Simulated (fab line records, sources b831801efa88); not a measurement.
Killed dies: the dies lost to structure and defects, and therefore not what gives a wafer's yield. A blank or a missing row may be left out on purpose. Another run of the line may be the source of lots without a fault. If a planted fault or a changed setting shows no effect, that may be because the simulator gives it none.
fab line records    flow sky130    part 2 of 2: steps 28 to 35 of 35
record lots=5  wafers=15  last-day=49
route steps=708 shown VIA4@648 METAL5@661 PASSIVATION@681
lots that met no fault: taken from a fault-free run of the same line
start-h: hours from the record's opening day to when the first of the lot's shown wafers began    wait-h: time in hours since the lot's previous step    " identical to the entry in the row above    L1.1+2: one row covering several wafers at once    - value missing, or start not given    * or withheld: withheld    < > ~ a bound
route shown NAME@n: NAME is a module with steps in the file, n the number in the route of the first one    usual: the fault-free wafers' mean and standard deviation    same: alike in all rows    chamber/n: place in a boat    sites: the reading at each site    _std_site: how widely they spread, as a standard deviation    _edge_site: outer sites' mean less inner sites'    radius-mm: for every site, how far away it sits from the centre of the wafer    mask NAME#n: copy n    behind: the most recent tool/chamber to have shaped the wafer    hold: cause of the lot's hold/its duration in hours/its outcome    device: transistor that didn't switch, given as n, p or np    end of line: the route-end tests of the same wafers    step lacking rows: just its recipe    killed: not the wafer's yield, but the dies lost to structure and defects at the first sort    map: a wafer's dies, x killed, . not, _ none there
set.NAME: the run value of the setting; set.NAME@STEP: its run value at that earlier step    model.NAME: the simulator's own value behind a step, which no gauge read
lots at some steps of the route; a table a step, a row a wafer
services: from which hour (start-h, from the record's first day; less than 0 if before it) a tool's chamber was out of use, for how many hours, and why
## steps
# step SKY_METAL5_DESCUM_14
# recipe chemistry=O2  source-power-w=150  bias-power-w=0  pressure-mtorr=10  temp-c=40  time-s=11
# usual drypump-motor-current-A=5.6/0.46  oes-product-au=0.998/0.0073  rf-fwd-power-W=147.2/0.86  temp-c=40.01/0.12
lot.wafer  tool          chamber  start-h  wait-h  drypump-motor-current-A  oes-product-au  rf-fwd-power-W  rf-hours-counter-h  temp-c
L074.1     rie-metal-02  0        1036.73  0.1     5.2                      0.995           146.5           14                  40.13
L074.5     "             0        "        "       5.2                      1.006           146.5           -                   39.99
L074.6     "             1        "        "       6.3                      1.011           145.8           -                   40.03
L082.2     rie-metal-04  0        1086.48  0.1     5.9                      0.986           148.3           19                  40.04
L082.5     "             1        "        "       5.2                      1.009           146.9           -                   39.93
L082.6     "             0        "        "       5.9                      0.995           147.7           -                   39.99
L087.1     rie-metal-03  0        1119.06  0.1     6.0                      0.995           147.5           15                  39.94
L087.2     "             1        "        "       5.0                      0.987           147.0           23                  40.06
L087.4     "             1        "        "       5.0                      0.991           146.7           -                   40.12
L088.1     rie-metal-03  1        1120.58  0.1     5.0                      0.997           146.5           23                  40.03
L088.4     "             1        "        "       5.0                      1.000           146.1           -                   40.06
L088.5     "             0        "        "       6.0                      0.997           148.4           -                   39.95
L091.1     rie-metal-03  0        1137.91  0.1     5.9                      0.987           147.9           17                  39.91
L091.4     "             1        "        "       5.0                      1.003           146.5           -                   40.24
L091.5     "             1        "        "       5.0                      0.994           146.7           -                   40.17
# step SKY_METAL5_METAL_ETCH_15
# recipe target-depth-a=12600  stop-on=SiO2  over-etch-frac=0.2  time-s=252  chemistry=Cl2/BCl3  resist-sidewall-deg=86  pressure-mtorr=10  icp-w=900  bias-w=48.5  Cl2_flow_sccm=60  bcl3-flow-sccm=30
# usual drypump-motor-current-A=5.6/0.46  oes-product-au=0.894/0.0055  rf-fwd-power-W=897.7/2.8  throttle-valve-pct=22.264/0.0093
lot.wafer  tool          chamber  start-h  wait-h  drypump-motor-current-A  oes-product-au  rf-fwd-power-W  rf-hours-counter-h  throttle-valve-pct
L074.1     rie-metal-02  0        1036.77  0.0     5.2                      0.891           890.8           14                  22.267
L074.5     "             0        "        "       5.2                      0.889           892.2           -                   22.268
L074.6     "             1        "        "       6.3                      0.895           894.9           -                   22.264
L082.2     rie-metal-04  0        1086.52  0.0     5.9                      0.891           896.5           19                  22.261
L082.5     "             1        "        "       5.2                      0.895           901.8           -                   22.265
L082.6     "             0        "        "       5.9                      0.897           896.6           -                   22.261
L087.1     rie-metal-03  0        1119.09  0.0     6.0                      0.891           898.3           15                  22.269
L087.2     "             1        "        "       5.0                      0.897           892.2           23                  22.269
L087.4     "             1        "        "       5.0                      0.900           894.3           -                   22.279
L088.1     rie-metal-03  1        1120.61  0.0     5.0                      0.891           896.8           23                  22.280
L088.4     "             1        "        "       5.0                      0.892           894.9           -                   22.255
L088.5     "             0        "        "       6.0                      0.898           901.1           -                   22.271
L091.1     rie-metal-03  0        1137.94  0.0     5.9                      0.902           902.6           17                  22.281
L091.4     "             1        "        "       5.0                      0.898           897.8           -                   22.257
L091.5     "             1        "        "       5.0                      0.901           898.4           -                   22.258
# step SKY_METAL5_STRIP_16
# recipe chemistry=O2/N2  power-w=1400  pressure-mtorr=1500  platen-temp-c=withheld  o2-flow-sccm=3000  n2-flow-sccm=300  overash-fraction=0.5
# usual drypump-motor-current-A=5.34/0.16  oes-product-au=0.711/0.005  strip-time-to-endpoint-s=13.11/0.088
# same overash-fraction=0.5
lot.wafer  tool             chamber  start-h  wait-h  drypump-motor-current-A  oes-product-au  rf-hours-counter-h  strip-time-to-endpoint-s
L074.1     plasma-asher-02  1        1037.00  0.2     5.36                     0.721           30                  13.15
L074.5     "                0        "        "       5.71                     0.714           -                   13.13
L074.6     "                1        "        "       5.37                     0.716           -                   12.98
L082.2     plasma-asher-02  1        1086.75  0.2     5.38                     0.706           36                  13.17
L082.5     "                0        "        "       5.73                     0.711           -                   12.96
L082.6     "                1        "        "       5.38                     0.707           -                   13.09
L087.1     plasma-asher-02  0        1119.33  0.2     5.71                     0.702           38                  13.16
L087.2     "                1        "        "       5.38                     0.716           38                  13.07
L087.4     "                0        "        "       5.68                     0.713           -                   13.13
L088.1     plasma-asher-01  1        1120.85  0.2     5.33                     0.705           67                  13.06
L088.4     "                0        "        "       5.25                     0.711           -                   13.24
L088.5     "                0        "        "       5.25                     0.709           -                   13.26
L091.1     plasma-asher-01  0        1138.18  0.2     5.26                     0.715           69                  13.22
L091.4     "                1        "        "       5.32                     0.709           -                   13.22
L091.5     "                1        "        "       5.31                     0.709           -                   13.16
# step SKY_METAL5_STRIP_17
# recipe chemistry=post-etch-residue-remover  time-s=1200  temp-c=72.5
# usual temp-c=72.50/0.14
lot.wafer  tool          chamber  start-h  wait-h  temp-c
L074.1     wet-bench-03  0        1037.12  0.1     72.47
L074.5     "             0        "        "       72.28
L074.6     "             0        "        "       72.45
L082.2     wet-bench-04  0        1086.85  0.1     72.67
L082.5     "             0        "        "       72.45
L082.6     "             0        "        "       72.60
L087.1     wet-bench-03  3        1119.43  0.1     72.66
L087.2     "             3        "        "       72.63
L087.4     "             3        "        "       72.67
L088.1     wet-bench-04  2        1120.95  0.1     72.76
L088.4     "             2        "        "       72.69
L088.5     "             2        "        "       72.73
L091.1     wet-bench-01  0        1138.28  0.1     72.57
L091.4     "             0        "        "       72.53
L091.5     "             0        "        "       72.55
# step SKY_METAL5_CLEAN_18
# recipe chemistry=IPA  time-s=180  temp-c=25
# usual temp-c=25.03/0.099
lot.wafer  tool          chamber  start-h  wait-h  temp-c
L074.1     wet-bench-04  2        1037.50  0.0     25.07
L074.5     "             2        "        "       25.03
L074.6     "             2        "        "       24.97
L082.2     wet-bench-03  2        1087.23  0.0     25.13
L082.5     "             2        "        "       25.01
L082.6     "             2        "        "       25.07
L087.1     wet-bench-03  1        1119.77  0.0     25.10
L087.2     "             1        "        "       25.00
L087.4     "             1        "        "       25.02
L088.1     wet-bench-01  2        1121.29  0.0     25.00
L088.4     "             2        "        "       24.92
L088.5     "             2        "        "       25.04
L091.1     wet-bench-04  2        1138.62  0.0     24.68
L091.4     "             2        "        "       24.91
L091.5     "             2        "        "       24.89
# step SKY_METAL5_CLEAN_19
# recipe chemistry=O3/DIW  dry=n2-spin
lot.wafer   tool          chamber  start-h  wait-h
L074.1+5+6  wet-bench-01  2        1037.55  0.0
L082.2+5+6  wet-bench-04  3        1087.28  0.0
L087.1+2+4  wet-bench-04  3        1119.83  0.0
L088.1+4+5  wet-bench-04  3        1121.36  0.0
L091.1+4+5  wet-bench-04  0        1138.68  0.0
# step SKY_PASSIVATION_CVD_00
# recipe material=SiO2  target-thk-nm=90  temp-c=400  time-s=withheld  rf-w=600
# usual heater-power-w=705/90  rf-fwd-power-W=588.0/2.7  susceptor-temp-C=399.99/0.22
lot.wafer  tool      chamber  start-h  wait-h  heater-power-w  rf-fwd-power-W  susceptor-temp-C
L074.1     pecvd-04  0        1037.65  0.0     770             584.3           400.01
L074.5     "         0        "        "       816             586.0           399.81
L074.6     "         2        "        "       806             588.3           400.05
L082.2     pecvd-03  0        1087.38  0.0     815             585.9           400.22
L082.5     "         2        "        "       657             592.4           399.83
L082.6     "         0        "        "       814             586.4           400.08
L087.1     pecvd-01  1        1119.92  0.0     702             590.6           400.18
L087.2     "         2        "        "       641             590.2           399.91
L087.4     "         1        "        "       685             585.4           399.99
L088.1     pecvd-03  2        1121.45  0.0     680             587.2           399.69
L088.4     "         2        "        "       701             586.9           399.81
L088.5     "         1        "        "       526             585.9           399.83
L091.1     pecvd-04  1        1138.77  0.0     713             589.7           399.44
L091.4     "         2        "        "       909             595.1           400.09
L091.5     "         0        "        "       661             584.9           400.51
# step SKY_PASSIVATION_THK_MEAS_01
# recipe reads=SiO2_of_PASSIVATION_CVD_00
# usual PASSIVATION_CVD_00_THK=89.5/1.2
lot.wafer  tool           chamber  start-h  wait-h  PASSIVATION_CVD_00_THK[nm]
L074.1     film-metro-03  -        1037.68  -       89.5
L074.5     "              -        "        "       90.9
L074.6     "              -        "        "       91.4
L082.2     film-metro-02  -        1087.41  -       88.9
L082.5     "              -        "        "       89.8
L082.6     "              -        "        "       89.9
L087.1     film-metro-02  -        1119.94  -       91.4
L087.2     "              -        "        "       88.0
L087.4     "              -        "        "       92.8
L088.1     film-metro-03  -        1121.47  -       89.3
L088.4     "              -        "        "       88.5
L088.5     "              -        "        "       90.1
L091.1     film-metro-03  -        1138.79  -       87.1
L091.4     "              -        "        "       91.1
L091.5     "              -        "        "       89.9
## services
tool              chamber  start-h  hours  kind
cmp-01            -        994.94   0.4    repair
plasma-asher-02   -        996.57   1.5    repair
pecvd-04          2        1001.58  7.1    repair
plasma-asher-03   -        1012.27  28.1   pm
cmp-02            -        1017.79  4.6    pm
rie-metal-04      -        1026.06  14.6   pm
iline-stepper-02  -        1030.22  7.2    repair
cmp-01            -        1042.69  2.0    repair
iline-stepper-02  -        1044.01  7.0    repair
plasma-asher-04   -        1055.25  9.0    pm
plasma-asher-01   -        1064.93  1.2    repair
rie-metal-03      1        1069.04  39.7   repair
rie-metal-03      0        1072.15  2.1    repair
pvd-sputter-01    -        1090.68  8.8    repair
pvd-sputter-01    -        1090.89  1.3    repair
wet-bench-02      -        1099.16  3.0    repair
iline-stepper-02  -        1099.18  2.3    repair
pecvd-04          -        1100.13  0.5    repair
plasma-asher-01   -        1109.68  4.9    repair
plasma-asher-04   -        1120.81  5.1    repair
rie-metal-02      0        1121.12  4.7    repair
plasma-asher-02   -        1126.02  14.6   pm
pecvd-04          -        1133.85  2.0    repair
rie-metal-02      1        1134.66  6.9    repair
